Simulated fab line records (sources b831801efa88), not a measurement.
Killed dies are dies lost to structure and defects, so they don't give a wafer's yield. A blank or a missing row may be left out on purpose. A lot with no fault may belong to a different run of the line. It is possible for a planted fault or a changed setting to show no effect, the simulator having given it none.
fab line records | flow sfq-line
record lots=14 | wafers=41 | last-day=91
route steps=325 shown I5@228 C5@248
lots that met no fault: taken from a fault-free run of the same line
start-h: the number of hours between the record's first day and the start of the first shown wafer of the lot | wait-h: hours elapsed since this lot's preceding step | " identical to the entry in the row above | L1.1+2: several wafers, shown together as one row | - no value present, or no start provided | * or withheld: withheld | < > ~ a bound
route shown NAME@n: a module of which the file shows steps, and the number in the route of the first | usual: mean/standard deviation taken from wafers without a fault | same: alike in all rows | chamber/n: place in a boat | sites: each site's reading | _std_site: their standard deviation | _edge_site: outer sites' mean less inner sites' | radius-mm: for every site, how far away it sits from the centre of the wafer | mask NAME#n: copy n | behind: the last tool/chamber to shape the wafer | hold: what put the lot on hold/how long, in hours/how the hold closed | device: the n, p or np transistor that did not switch | end of line: tests run on the same wafers once the route is complete | where a step has no rows: the recipe by itself | killed: dies that structure and defects cost at the first sort, which is not the same as the wafer's yield | map: a wafer's dies, marking killed ones x, the rest . and places with no die _
set.NAME: the setting the step ran with; set.NAME@STEP: the setting that earlier step ran with | model.NAME: the simulator's own value behind a step, which no gauge read
a sample of lots followed through the steps of the route, with each step as a table and each wafer as a row
services: when a tool's chamber went out of use (start-h, in hours from the record's first day, below 0 if earlier), for how many hours, and the reason
## steps
# step SFQ_TRILAYER_A5C_DEP_PECVD_142
# recipe material=SiO2 | temp-c=150 | time-s=15.556 | pressure-torr=2.4 | rf-w=183.3 | precursor=SiH4/N2O | target-thk-nm=70
# usual heater-power-w=83/8.6 | throttle-valve-pct=25.8/1.4
lot.wafer | tool     | chamber | start-h | wait-h | heater-power-w | since-wet-clean-h | throttle-valve-pct
L949.1    | pecvd-04 | 2       | 1475.65 | 0.0    | 80             | 898               | 24.6
L949.4    | "        | 1       | "       | "      | 77             | -                 | 27.1
L949.6    | "        | 2       | "       | "      | 81             | -                 | 24.7
L950.4    | pecvd-02 | 2       | 1479.26 | 0.0    | 68             | -                 | 23.7
L950.5    | "        | 0       | "       | "      | 79             | -                 | 23.8
L950.6    | "        | 1       | "       | "      | 97             | -                 | 25.2
L952.3    | pecvd-03 | 0       | 1493.78 | 0.0    | 80             | 1286              | 26.5
L952.4    | "        | 1       | "       | "      | 91             | -                 | 27.1
L952.6    | "        | 0       | "       | "      | 81             | -                 | 26.8
L953.2    | pecvd-04 | 0       | 1502.30 | 0.0    | 70             | 925               | 26.5
L953.4    | "        | 1       | "       | "      | 87             | -                 | 27.0
L953.6    | "        | 2       | "       | "      | 93             | -                 | 24.7
L954.3    | pecvd-02 | 1       | 1512.63 | 0.0    | 101            | 182               | 25.1
L954.4    | "        | 1       | "       | "      | 103            | -                 | 25.3
L954.6    | "        | 2       | "       | "      | 81             | -                 | 23.7
L955.1    | pecvd-04 | 1       | 1515.05 | 0.0    | 87             | 937               | 27.4
L955.2    | "        | 2       | "       | "      | 85             | 937               | 24.9
L955.6    | "        | 1       | "       | "      | 86             | -                 | 27.3
L956.2    | pecvd-03 | 0       | 1541.68 | 0.0    | 92             | 1333              | 26.3
L956.3    | "        | 2       | "       | "      | 86             | 1333              | 24.2
L956.5    | "        | 0       | "       | "      | 91             | -                 | 26.4
L957.1    | pecvd-04 | 0       | 1562.08 | 0.0    | 71             | 984               | 26.9
L957.2    | "        | 1       | "       | "      | 80             | 984               | 27.6
L957.4    | "        | 1       | "       | "      | 82             | -                 | 27.3
L958.2    | pecvd-03 | 1       | 1564.48 | 0.0    | 88             | 1356              | 26.9
L958.4    | "        | 0       | "       | "      | 88             | -                 | 26.7
L958.6    | "        | 2       | "       | "      | 86             | -                 | 24.0
L962.2    | pecvd-03 | 0       | 1581.12 | 0.0    | 86             | 1373              | 26.5
L962.3    | "        | 2       | "       | "      | 87             | 1373              | 23.9
L962.5    | "        | 2       | "       | "      | 90             | -                 | 23.8
L964.1    | pecvd-04 | 2       | 1590.23 | 0.0    | 82             | 1012              | 24.5
L964.4    | "        | 1       | "       | "      | 84             | -                 | 27.6
L964.6    | "        | 1       | "       | "      | 87             | -                 | 27.7
L966.2    | pecvd-03 | 0       | 1613.52 | 0.0    | 81             | 1405              | 26.6
L966.3    | "        | 1       | "       | "      | 88             | 1405              | 26.9
L966.4    | "        | 2       | "       | "      | 84             | -                 | 24.1
L967.2    | pecvd-03 | 2       | 1620.84 | 0.0    | 86             | 1413              | 23.9
L967.6    | "        | 2       | "       | "      | 85             | -                 | 24.1
L970.2    | pecvd-04 | 2       | 1638.94 | 0.0    | 94             | 1061              | 24.5
L970.3    | "        | 1       | "       | "      | 81             | 1061              | 27.5
L970.5    | "        | 2       | "       | "      | 90             | -                 | 24.7
# step SFQ_TRILAYER_C5_ETCH_VIA_ETCH_154
# recipe target=SiO2 | mask-material=PR | chemistry=CHF3 | target-depth-nm=84 | source-w=500 | bias-w=80 | pressure-mtorr=30 | time-s=withheld | stop-on=Nb
# usual drypump-motor-current-A=5.9/0.6 | oes-product-au=0.895/0.007
lot.wafer | tool        | chamber | start-h | wait-h | drypump-motor-current-A | oes-product-au
L949.1    | rie-diel-04 | 3       | 1598.26 | 0.0    | 6.1                     | 0.899
L949.4    | "           | 2       | "       | "      | 6.5                     | 0.897
L949.6    | "           | 1       | "       | "      | 4.7                     | 0.898
L950.4    | rie-diel-01 | 0       | 1601.86 | 0.0    | 5.9                     | 0.906
L950.5    | "           | 2       | "       | "      | 6.4                     | 0.892
L950.6    | "           | 1       | "       | "      | 6.0                     | 0.893
L952.3    | rie-diel-01 | 0       | 1616.26 | 0.0    | 5.9                     | 0.891
L952.4    | "           | 3       | "       | "      | 6.1                     | 0.902
L952.6    | "           | 1       | "       | "      | 6.0                     | 0.900
L953.2    | rie-diel-04 | 1       | 1617.59 | 0.0    | 4.7                     | 0.894
L953.4    | "           | 3       | "       | "      | 6.1                     | 0.898
L953.6    | "           | 1       | "       | "      | 4.7                     | 0.899
L954.3    | rie-diel-01 | 0       | 1622.51 | 0.0    | 6.0                     | 0.896
L954.4    | "           | 2       | "       | "      | 6.5                     | 0.905
L954.6    | "           | 1       | "       | "      | 6.0                     | 0.900
L955.1    | rie-diel-04 | 2       | 1634.31 | 0.0    | 6.6                     | 0.887
L955.2    | "           | 0       | "       | "      | 5.7                     | 0.877
L955.6    | "           | 3       | "       | "      | 6.1                     | 0.904
L956.2    | rie-diel-04 | 2       | 1658.37 | 0.0    | 6.6                     | 0.882
L956.3    | "           | 3       | "       | "      | 6.1                     | 0.891
L956.5    | "           | 0       | "       | "      | 5.7                     | 0.903
L957.1    | rie-diel-04 | 3       | 1678.19 | 0.0    | 6.1                     | 0.882
L957.2    | "           | 1       | "       | "      | 4.7                     | 0.887
L957.4    | "           | 2       | "       | "      | 6.6                     | 0.903
L958.2    | rie-diel-02 | 2       | 1686.59 | 0.0    | 4.7                     | 0.893
L958.4    | "           | 3       | "       | "      | 6.2                     | 0.897
L958.6    | "           | 2       | "       | "      | 4.7                     | 0.899
L962.2    | rie-diel-04 | 3       | 1698.84 | 0.0    | 6.1                     | 0.890
L962.3    | "           | 2       | "       | "      | 6.6                     | 0.888
L962.5    | "           | 0       | "       | "      | 5.7                     | 0.892
L964.1    | rie-diel-02 | 3       | 1707.24 | 0.0    | 6.2                     | 0.881
L964.4    | "           | 0       | "       | "      | 6.0                     | 0.899
L964.6    | "           | 3       | "       | "      | 6.2                     | 0.901
L966.2    | rie-diel-01 | 3       | 1727.64 | 0.0    | 6.2                     | 0.833
L966.3    | "           | 1       | "       | "      | 6.0                     | 0.832
L966.4    | "           | 1       | "       | "      | 6.1                     | 0.838
L967.2    | rie-diel-04 | 3       | 1734.96 | 0.0    | 6.1                     | 0.830
L967.6    | "           | 2       | "       | "      | 6.5                     | 0.838
L970.2    | rie-diel-02 | 3       | 1748.42 | 0.0    | 6.2                     | 0.893
L970.3    | "           | 1       | "       | "      | 6.0                     | 0.881
L970.5    | "           | 1       | "       | "      | 6.0                     | 0.894
## services
tool        | chamber | start-h | hours | kind
pecvd-04    | -       | 1453.62 | 0.5   | repair
pecvd-03    | -       | 1461.16 | 0.4   | repair
rie-diel-04 | 2       | 1468.52 | -     | clean
rie-diel-04 | 2       | 1468.52 | 19.1  | scheduled-down
rie-diel-04 | -       | 1492.29 | 0.9   | repair
rie-diel-04 | 3       | 1499.84 | 11.6  | repair
rie-diel-04 | 2       | 1513.81 | 8.2   | repair
rie-diel-02 | 1       | 1517.38 | 1.2   | repair
rie-diel-02 | 0       | 1519.52 | 1.3   | repair
rie-diel-01 | -       | 1523.21 | 2.8   | pm
pecvd-04    | 2       | 1527.24 | 6.9   | repair
pecvd-03    | -       | 1546.81 | 2.5   | repair
pecvd-04    | 0       | 1584.70 | 10.7  | repair
pecvd-04    | -       | 1585.50 | 0.5   | repair
pecvd-03    | 1       | 1594.18 | 5.4   | repair
rie-diel-02 | 0       | 1599.52 | 7.4   | repair
pecvd-04    | 2       | 1619.22 | 17.0  | repair
rie-diel-02 | -       | 1624.16 | 0.6   | repair
rie-diel-02 | 1       | 1655.98 | 6.4   | repair
pecvd-02    | -       | 1673.71 | 0.8   | repair
pecvd-03    | 2       | 1677.29 | 3.9   | repair
pecvd-03    | -       | 1686.25 | 14.0  | pm
rie-diel-04 | 3       | 1726.53 | 6.4   | repair
pecvd-04    | 2       | 1743.60 | 3.8   | repair
## key
first-sign step=SFQ_TRILAYER_C5_ETCH_VIA_ETCH_154 | reading=oes-product-au | direction=down | sigmas=8.8 | usual=0.895 | struck=0.834
effect none on later readings
met-at SFQ_TRILAYER_A5C_DEP_PECVD_142
struck-lots L966,L967
onset-between 1581.12 1613.52
fault kind=process-parameter-drift | tool=pecvd-03 | chamber=- | onset-h=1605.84 | steps=SFQ_TRILAYER_A5C_DEP_PECVD_142 | channel=time-s | offset=* | shape=step | end-h=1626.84 | acts-in=* | stated=*
